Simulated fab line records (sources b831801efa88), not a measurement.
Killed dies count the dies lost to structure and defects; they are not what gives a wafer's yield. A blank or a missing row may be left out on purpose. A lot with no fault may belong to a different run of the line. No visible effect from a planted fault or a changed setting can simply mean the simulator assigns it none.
fab line records | flow sky130
record: lots: 24 wafers: 72 last_day: 51
route steps=708 shown FIELD_ISO@3 VT_ADJUST_NCORE@129 SONOS_ONO@169 GATE_OXIDE@189 POLY_GATE@218 PAD_OPEN@707
lots that met no fault: taken from a fault-free run of the same line
start_h: start of the lot's first displayed wafer, in hours after the record's first day | wait_h: time in hours since the lot's previous step | " unchanged from the row above | L1.1+2: a single row standing in for several wafers | - value missing, or start not given | * or withheld: withheld | < > ~ a bound
route shown NAME@n: names a module that has steps shown in the file, with the first one's number in the route | usual: mean/standard deviation taken from wafers without a fault | same: alike in all rows | chamber/n: place in a boat | sites: per-site readings | _std_site: standard deviation of those values | _edge_site: mean of outer sites minus mean of inner sites | radius_mm: for every site, how far away it sits from the centre of the wafer | mask NAME#n: copy n | behind: the most recent tool/chamber to have shaped the wafer | hold: what put the lot on hold/how long, in hours/how the hold closed | device: transistor that didn't switch, given as n, p or np | end of line: at the end of the route, the tests of the same wafers | a step given without rows: its recipe and nothing more | killed: dies that structure and defects cost at the first sort, which is not the same as the wafer's yield | map: a wafer's dies, marking killed ones x, the rest . and places with no die _
set.NAME: the setting as run; set.NAME@STEP: as run at that earlier step | model.NAME: the simulator's own value behind a step, which no gauge read
route steps across a sampled set of lots; one table per step, one row per wafer
services: from which hour (start_h, from the record's first day; less than 0 if before it) a tool's chamber was out of use, for how many hours, and why
== steps ==
step: SKY_FIELD_ISO_THK_MEAS_02
recipe: reads: SiO2_of_FIELD_ISO_OXIDATION_01
usual: FIELD_ISO_OXIDATION_00_THK: 12.00/0.24
columns lot.wafer tool chamber start_h wait_h FIELD_ISO_OXIDATION_00_THK[nm]
L074.1 film_metro-02 - 13.27 0.0 11.73
L074.3 " - " " 11.50
L074.6 " - " " 11.66
L075.2 film_metro-02 - 17.50 0.0 11.63
L075.3 " - " " 11.71
L075.4 " - " " 11.48
L076.1 film_metro-02 - 22.23 0.0 12.11
L076.3 " - " " 12.24
L076.5 " - " " 12.26
L077.1 film_metro-01 - 27.81 0.0 11.91
L077.2 " - " " 11.99
L077.3 " - " " 12.28
L078.2 film_metro-04 - 32.15 0.0 12.10
L078.5 " - " " 11.85
L078.6 " - " " 12.07
L079.2 film_metro-02 - 36.64 0.0 12.17
L079.5 " - " " 12.45
L079.6 " - " " 12.24
L080.2 film_metro-02 - 42.38 0.0 12.04
L080.4 " - " " 12.07
L080.6 " - " " 11.83
L081.4 film_metro-02 - 46.66 0.0 11.95
L081.5 " - " " 12.03
L081.6 " - " " 12.09
L082.2 film_metro-01 - 51.70 0.0 12.25
L082.4 " - " " 12.26
L082.6 " - " " 12.32
L083.1 film_metro-04 - 57.46 0.0 11.69
L083.3 " - " " 11.83
L083.5 " - " " 11.62
L084.1 film_metro-04 - 62.93 0.1 12.26
L084.5 " - " " 12.50
L084.6 " - " " 12.39
L085.1 film_metro-02 - 66.63 0.0 11.97
L085.5 " - " " 11.79
L085.6 " - " " 11.60
L086.1 film_metro-04 - 71.77 0.0 12.16
L086.4 " - " " 12.29
L086.5 " - " " 12.29
L087.1 film_metro-02 - 76.63 0.0 12.18
L087.2 " - " " 12.28
L087.6 " - " " 12.18
L088.2 film_metro-01 - 84.04 0.0 11.62
L088.3 " - " " 11.69
L088.5 " - " " 11.63
L089.2 film_metro-01 - 87.71 0.0 11.84
L089.3 " - " " 12.02
L089.5 " - " " 12.24
L090.1 film_metro-02 - 92.36 0.0 11.99
L090.2 " - " " 12.25
L090.6 " - " " 12.24
L091.1 film_metro-04 - 97.85 0.0 12.08
L091.4 " - " " 12.06
L091.5 " - " " 12.25
L092.3 film_metro-02 - 102.61 0.0 11.92
L092.4 " - " " 12.05
L092.6 " - " " 12.09
L093.2 film_metro-01 - 106.64 0.0 11.87
L093.4 " - " " 11.90
L093.6 " - " " 12.01
L094.1 film_metro-04 - 112.01 0.0 12.02
L094.2 " - " " 12.04
L094.6 " - " " 12.02
L095.1 film_metro-04 - 116.63 0.0 11.50
L095.4 " - " " 11.59
L095.5 " - " " 11.66
L096.1 film_metro-01 - 122.79 0.0 11.89
L096.3 " - " " 11.80
L096.6 " - " " 11.88
L097.4 film_metro-01 - 126.66 0.0 11.97
L097.5 " - " " 12.27
L097.6 " - " " 12.05
step: SKY_VT_ADJUST_NCORE_STRIP_10
recipe: chemistry: O2/N2 power_w: 1400 pressure_mtorr: 1500 platen_temp_c: withheld o2_flow_sccm: 3000 n2_flow_sccm: 300 overash_fraction: 0.5
usual: drypump_motor_current_A: 5.3/0.39 oes_product_au: 0.715/0.0046 strip_time_to_endpoint_s: 14.19/0.041
columns lot.wafer tool chamber start_h wait_h drypump_motor_current_A oes_product_au rf_hours_counter_h strip_time_to_endpoint_s
L074.1 plasma_asher-01 0 177.97 0.1 5.9 0.708 6 14.22
L074.3 " 1 " " 4.6 0.708 - 14.18
L074.6 " 0 " " 5.9 0.707 - 14.20
L075.2 plasma_asher-03 0 185.07 0.1 5.4 0.719 49 14.22
L075.3 " 1 " " 5.2 0.709 - 14.19
L075.4 " 0 " " 5.4 0.712 - 14.20
L076.1 plasma_asher-01 1 192.47 0.1 4.6 0.719 7 14.27
L076.3 " 1 " " 4.6 0.719 - 14.25
L076.5 " 1 " " 4.7 0.713 - 14.22
L077.1 plasma_asher-03 1 197.17 0.1 5.2 0.718 50 14.23
L077.2 " 0 " " 5.4 0.712 50 14.17
L077.3 " 0 " " 5.4 0.717 - 14.19
L078.2 plasma_asher-03 1 206.42 0.1 5.2 0.711 51 14.13
L078.5 " 0 " " 5.4 0.720 - 14.18
L078.6 " 1 " " 5.2 0.711 - 14.14
L079.2 plasma_asher-02 1 209.48 0.1 5.4 0.715 40 14.20
L079.5 " 0 " " 5.1 0.717 - 14.18
L079.6 " 1 " " 5.4 0.721 - 14.18
L080.2 plasma_asher-02 1 225.22 0.1 5.4 0.720 42 14.16
L080.4 " 0 " " 5.1 0.718 - 14.17
L080.6 " 1 " " 5.4 0.704 - 14.15
L081.4 plasma_asher-01 0 235.80 0.1 5.9 0.722 - 14.22
L081.5 " 1 " " 4.6 0.718 - 14.27
L081.6 " 0 " " 5.9 0.717 - 14.21
L082.2 plasma_asher-01 1 241.08 0.1 4.7 0.721 12 14.20
L082.4 " 0 " " 5.9 0.712 - 14.24
L082.6 " 0 " " 5.9 0.711 - 14.17
L083.1 plasma_asher-02 1 244.77 0.1 5.4 0.720 43 14.12
L083.3 " 0 " " 5.0 0.707 - 14.15
L083.5 " 1 " " 5.4 0.714 - 14.06
L084.1 plasma_asher-02 1 254.68 0.1 5.4 0.720 45 14.17
L084.5 " 0 " " 5.1 0.713 - 14.24
L084.6 " 1 " " 5.4 0.715 - 14.21
L085.1 plasma_asher-03 0 256.22 0.1 5.4 0.712 55 14.16
L085.5 " 0 " " 5.4 0.716 - 14.15
L085.6 " 1 " " 5.2 0.713 - 14.18
L086.1 plasma_asher-01 0 269.62 0.1 5.9 0.720 15 14.15
L086.4 " 0 " " 5.9 0.720 - 14.13
L086.5 " 0 " " 5.9 0.716 - 14.13
L087.1 plasma_asher-03 1 269.83 0.1 5.2 0.719 56 14.21
L087.2 " 0 " " 5.4 0.719 56 14.20
L087.6 " 0 " " 5.4 0.710 - 14.18
L088.2 plasma_asher-03 0 277.57 0.1 5.4 0.713 57 14.22
L088.3 " 1 " " 5.2 0.715 - 14.17
L088.5 " 1 " " 5.2 0.708 - 14.23
L089.2 plasma_asher-01 0 289.07 0.1 5.9 0.719 17 14.14
L089.3 " 0 " " 5.9 0.707 - 14.21
L089.5 " 0 " " 5.9 0.718 - 14.16
L090.1 plasma_asher-02 0 289.42 0.1 5.1 0.711 48 14.08
L090.2 " 1 " " 5.4 0.720 48 14.09
L090.6 " 0 " " 5.1 0.719 - 14.10
L091.1 plasma_asher-03 0 298.22 0.1 5.4 0.724 59 14.22
L091.4 " 1 " " 5.2 0.719 - 14.19
L091.5 " 0 " " 5.4 0.722 - 14.19
L092.3 plasma_asher-02 0 305.46 0.1 5.1 0.710 - 14.25
L092.4 " 1 " " 5.4 0.720 - 14.25
L092.6 " 0 " " 5.1 0.715 - 14.24
L093.2 plasma_asher-03 1 320.73 0.1 5.2 0.715 61 14.17
L093.4 " 0 " " 5.4 0.719 - 14.16
L093.6 " 0 " " 5.4 0.706 - 14.19
L094.1 plasma_asher-01 0 339.07 0.1 5.9 0.727 22 14.20
L094.2 " 1 " " 4.6 0.716 22 14.19
L094.6 " 1 " " 4.6 0.718 - 14.21
L096.1 plasma_asher-03 1 345.22 0.1 5.2 0.707 64 14.19
L096.3 " 1 " " 5.2 0.711 - 14.17
L096.6 " 0 " " 5.4 0.712 - 14.16
L095.1 plasma_asher-01 0 345.63 0.1 5.9 0.716 23 14.18
L095.4 " 1 " " 4.7 0.725 - 14.22
L095.5 " 0 " " 5.9 0.714 - 14.20
L097.4 plasma_asher-02 1 356.00 0.1 5.4 0.719 - 14.16
L097.5 " 0 " " 5.0 0.718 - 14.19
L097.6 " 1 " " 5.4 0.714 - 14.19
step: SKY_SONOS_ONO_THK_MEAS_01
recipe: reads: SiO2_of_SONOS_ONO_OXIDATION_00
usual: SONOS_ONO_OXIDATION_THK: 2.60/0.061
columns lot.wafer tool chamber start_h wait_h SONOS_ONO_OXIDATION_THK[nm]
L074.1 film_metro-01 - 247.56 0.0 2.71
L074.3 " - " " 2.67
L074.6 " - " " 2.65
L075.2 film_metro-01 - 255.63 0.0 2.65
L075.3 " - " " 2.66
L075.4 " - " " 2.70
L076.1 film_metro-02 - 263.71 0.0 2.76
L076.3 " - " " 2.73
L076.5 " - " " 2.64
L077.1 film_metro-02 - 267.92 0.0 2.69
L077.2 " - " " 2.66
L077.3 " - " " 2.65
L078.2 film_metro-02 - 279.38 0.0 2.58
L078.5 " - " " 2.66
L078.6 " - " " 2.63
L079.2 film_metro-02 - 283.12 0.0 2.63
L079.5 " - " " 2.62
L079.6 " - " " 2.55
L080.2 film_metro-02 - 301.17 0.0 2.57
L080.4 " - " " 2.62
L080.6 " - " " 2.60
L081.4 film_metro-04 - 313.93 0.0 2.64
L081.5 " - " " 2.64
L081.6 " - " " 2.63
L082.2 film_metro-01 - 320.84 0.0 2.58
L082.4 " - " " 2.59
L082.6 " - " " 2.50
L083.1 film_metro-01 - 324.51 0.0 2.56
L083.3 " - " " 2.42
L083.5 " - " " 2.52
L084.1 film_metro-04 - 334.77 0.0 2.61
L084.5 " - " " 2.61
L084.6 " - " " 2.59
L085.1 film_metro-04 - 336.11 0.0 2.69
L085.5 " - " " 2.67
L085.6 " - " " 2.61
L086.1 film_metro-02 - 350.68 0.0 2.65
L086.4 " - " " 2.55
L086.5 " - " " 2.52
L087.1 film_metro-04 - 351.05 0.0 2.58
L087.2 " - " " 2.57
L087.6 " - " " 2.54
L088.2 film_metro-02 - 360.91 0.0 2.53
L088.3 " - " " 2.63
L088.5 " - " " 2.56
L090.1 film_metro-01 - 373.64 0.0 2.57
L090.2 " - " " 2.59
L090.6 " - " " 2.63
L089.2 film_metro-02 - 373.65 0.0 2.63
L089.3 " - " " 2.62
L089.5 " - " " 2.63
L091.1 film_metro-01 - 383.21 0.0 2.64
L091.4 " - " " 2.60
L091.5 " - " " 2.60
L092.3 film_metro-01 - 393.09 0.0 2.55
L092.4 " - " " 2.56
L092.6 " - " " 2.64
L093.2 film_metro-01 - 408.12 0.0 2.59
L093.4 " - " " 2.53
L093.6 " - " " 2.56
L094.1 film_metro-02 - 429.23 0.0 2.58
L094.2 " - " " 2.57
L094.6 " - " " 2.63
L095.1 film_metro-02 - 436.47 0.0 2.64
L095.4 " - " " 2.62
L095.5 " - " " 2.61
L096.1 film_metro-04 - 436.47 0.0 2.60
L096.3 " - " " 2.68
L096.6 " - " " 2.66
L097.4 film_metro-02 - 449.09 0.0 2.51
L097.5 " - " " 2.52
L097.6 " - " " 2.61
step: SKY_GATE_OXIDE_THK_MEAS_02
recipe: reads: SiO2_of_GATE_OXIDE_OXIDATION_01
usual: GATE_OXIDE_OXIDATION_00_THK: 10.25/0.18
columns lot.wafer tool chamber start_h wait_h GATE_OXIDE_OXIDATION_00_THK[nm]
L074.1 film_metro-04 - 276.61 0.0 10.27
L074.3 " - " " 10.40
L074.6 " - " " 10.28
L075.2 film_metro-03 - 285.19 0.0 10.30
L075.3 " - " " 10.55
L075.4 " - " " 10.27
L076.1 film_metro-04 - 294.69 0.0 10.22
L076.3 " - " " 10.34
L076.5 " - " " 10.39
L077.1 film_metro-03 - 301.29 0.0 10.26
L077.2 " - " " 10.31
L077.3 " - " " 10.06
L078.2 film_metro-01 - 312.56 0.0 10.12
L078.5 " - " " 10.21
L078.6 " - " " 10.00
L079.2 film_metro-01 - 317.61 0.0 10.17
L079.5 " - " " 10.06
L079.6 " - " " 10.23
L080.2 film_metro-01 - 332.26 0.0 10.57
L080.4 " - " " 10.37
L080.6 " - " " 10.37
L081.4 film_metro-01 - 345.92 0.0 9.86
L081.5 " - " " 10.02
L081.6 " - " " 9.94
L082.2 film_metro-01 - 352.47 0.0 10.10
L082.4 " - " " 10.09
L082.6 " - " " 10.10
L083.1 film_metro-01 - 356.54 0.0 9.91
L083.3 " - " " 10.08
L083.5 " - " " 9.93
L084.1 film_metro-01 - 367.71 0.0 10.07
L084.5 " - " " 9.98
L084.6 " - " " 10.01
L085.1 film_metro-03 - 372.29 0.0 10.32
L085.5 " - " " 10.30
L085.6 " - " " 10.39
L086.1 film_metro-03 - 384.56 0.0 10.59
L086.4 " - " " 10.49
L086.5 " - " " 10.45
L087.1 film_metro-03 - 385.97 0.0 10.25
L087.2 " - " " 10.13
L087.6 " - " " 10.39
L088.2 film_metro-01 - 397.25 0.0 10.25
L088.3 " - " " 10.29
L088.5 " - " " 10.22
L090.1 film_metro-01 - 409.52 0.0 10.09
L090.2 " - " " 10.08
L090.6 " - " " 10.30
L089.2 film_metro-03 - 409.53 0.0 10.15
L089.3 " - " " 10.16
L089.5 " - " " 10.24
L091.1 film_metro-04 - 419.54 0.0 10.18
L091.4 " - " " 10.43
L091.5 " - " " 10.37
L092.3 film_metro-03 - 426.77 0.0 10.43
L092.4 " - " " 10.47
L092.6 " - " " 10.39
L093.2 film_metro-04 - 445.63 0.0 10.33
L093.4 " - " " 10.18
L093.6 " - " " 10.48
L094.1 film_metro-03 - 465.85 0.0 10.39
L094.2 " - " " 10.30
L094.6 " - " " 10.34
L095.1 film_metro-03 - 475.04 0.0 10.38
L095.4 " - " " 10.35
L095.5 " - " " 10.19
L096.1 film_metro-04 - 475.53 0.0 10.27
L096.3 " - " " 9.94
L096.6 " - " " 10.21
L097.4 film_metro-01 - 483.92 0.0 10.07
L097.5 " - " " 9.99
L097.6 " - " " 10.33
step: SKY_POLY_GATE_THK_MEAS_04
recipe: reads: Si3N4_of_POLY_GATE_CVD_03
usual: POLY_GATE_CVD_03_THK: 75.0/0.94
columns lot.wafer tool chamber start_h wait_h POLY_GATE_CVD_03_THK[nm]
L074.1 film_metro-04 - 335.94 0.0 73.9
L074.3 " - " " 73.9
L074.6 " - " " 74.4
L075.2 film_metro-03 - 345.82 0.0 75.6
L075.3 " - " " 75.6
L075.4 " - " " 75.4
L076.1 film_metro-03 - 356.90 0.0 75.1
L076.3 " - " " 75.0
L076.5 " - " " 74.8
L077.1 film_metro-02 - 361.53 0.0 73.9
L077.2 " - " " 73.5
L077.3 " - " " 74.5
L078.2 film_metro-03 - 372.89 0.0 76.2
L078.5 " - " " 76.5
L078.6 " - " " 75.6
L079.2 film_metro-03 - 377.30 0.0 75.8
L079.5 " - " " 76.0
L079.6 " - " " 75.7
L080.2 film_metro-04 - 395.56 0.0 76.4
L080.4 " - " " 75.6
L080.6 " - " " 75.6
L081.4 film_metro-02 - 410.00 0.0 75.4
L081.5 " - " " 75.1
L081.6 " - " " 75.6
L082.2 film_metro-04 - 415.44 0.0 75.1
L082.4 " - " " 75.9
L082.6 " - " " 75.6
L083.1 film_metro-04 - 421.39 0.0 76.0
L083.3 " - " " 76.3
L083.5 " - " " 76.1
L084.1 film_metro-04 - 434.61 0.0 76.3
L084.5 " - " " 76.6
L084.6 " - " " 75.7
L085.1 film_metro-02 - 439.33 0.0 75.0
L085.5 " - " " 75.5
L085.6 " - " " 74.1
L086.1 film_metro-04 - 451.53 0.0 76.6
L086.4 " - " " 76.0
L086.5 " - " " 76.2
L087.1 film_metro-04 - 452.89 0.0 74.5
L087.2 " - " " 74.1
L087.6 " - " " 74.5
L088.2 film_metro-02 - 466.77 0.0 74.0
L088.3 " - " " 74.8
L088.5 " - " " 74.3
L090.1 film_metro-02 - 477.66 0.0 75.2
L090.2 " - " " 76.1
L090.6 " - " " 75.6
L089.2 film_metro-04 - 481.28 0.0 73.3
L089.3 " - " " 73.1
L089.5 " - " " 73.5
L091.1 film_metro-04 - 488.51 0.0 73.0
L091.4 " - " " 72.9
L091.5 " - " " 73.6
L092.3 film_metro-03 - 495.04 0.0 74.9
L092.4 " - " " 75.0
L092.6 " - " " 74.7
L093.2 film_metro-04 - 512.70 0.0 73.8
L093.4 " - " " 73.9
L093.6 " - " " 73.8
L094.1 film_metro-04 - 531.53 0.0 75.4
L094.2 " - " " 75.9
L094.6 " - " " 75.5
L095.1 film_metro-03 - 541.87 0.0 74.4
L095.4 " - " " 73.7
L095.5 " - " " 75.3
L096.1 film_metro-03 - 543.23 0.0 74.0
L096.3 " - " " 74.4
L096.6 " - " " 74.8
L097.4 film_metro-03 - 551.65 0.0 75.4
L097.5 " - " " 75.6
L097.6 " - " " 75.8
step: SKY_PAD_OPEN_BOW_MEAS_13
recipe: mode: bow
usual: PAD_OPEN_BOW: 48/8.4
columns lot.wafer tool chamber start_h wait_h PAD_OPEN_BOW[um]
L074.1 film_metro-03 - 1084.57 - 54
L074.3 " - " " 52
L074.6 " - " " 47
L075.2 film_metro-01 - 1086.64 - 52
L075.3 " - " " 48
L075.4 " - " " 44
L076.1 film_metro-01 - 1095.13 - 55
L076.3 " - " " 60
L076.5 " - " " 55
L077.1 film_metro-01 - 1102.57 - 42
L077.2 " - " " 29
L077.3 " - " " 34
L078.2 film_metro-01 - 1106.17 - 48
L078.5 " - " " 37
L078.6 " - " " 43
L079.2 film_metro-03 - 1108.80 - 51
L079.5 " - " " 42
L079.6 " - " " 61
L080.2 film_metro-01 - 1120.54 - 46
L080.4 " - " " 53
L080.6 " - " " 56
L081.4 film_metro-03 - 1133.18 - 63
L081.5 " - " " 58
L081.6 " - " " 54
L082.2 film_metro-01 - 1135.31 - 40
L082.4 " - " " 41
L082.6 " - " " 39
L083.1 film_metro-03 - 1139.94 - 50
L083.3 " - " " 52
L083.5 " - " " 46
L084.1 film_metro-01 - 1159.11 - 57
L084.5 " - " " 44
L084.6 " - " " 49
L085.1 film_metro-03 - 1159.87 - 34
L085.5 " - " " 43
L085.6 " - " " 47
L086.1 film_metro-01 - 1160.61 - 60
L086.4 " - " " 48
L086.5 " - " " 52
L087.1 film_metro-01 - 1161.37 - 41
L087.2 " - " " 33
L087.6 " - " " 50
L088.2 film_metro-03 - 1166.33 - 37
L088.3 " - " " 35
L088.5 " - " " 40
L089.2 film_metro-01 - 1175.99 - 52
L089.3 " - " " 44
L089.5 " - " " 55
L090.1 film_metro-02 - 1177.41 - 46
L090.2 " - " " 65
L090.6 " - " " 37
L091.1 film_metro-02 - 1178.91 - 66
L091.4 " - " " 46
L091.5 " - " " 52
L092.3 film_metro-03 - 1188.11 - 45
L092.4 " - " " 43
L092.6 " - " " 48
L093.2 film_metro-01 - 1193.88 - 30
L093.4 " - " " 30
L093.6 " - " " 48
L094.1 film_metro-03 - 1208.47 - 51
L094.2 " - " " 55
L094.6 " - " " 46
L095.1 film_metro-02 - 1208.82 - 47
L095.4 " - " " 47
L095.5 " - " " 41
L096.1 film_metro-02 - 1209.97 - 60
L096.3 " - " " 62
L096.6 " - " " 57
L097.4 film_metro-02 - 1213.38 - 57
L097.5 " - " " 39
L097.6 " - " " 59
== services ==
columns tool chamber start_h hours kind
plasma_asher-03 - 245.79 7.7 repair
plasma_asher-03 - 246.16 3.6 repair
plasma_asher-02 - 325.21 14.6 pm
plasma_asher-02 - 339.81 2.8 pm
plasma_asher-02 - 342.56 4.3 pm
== key ==
fault none
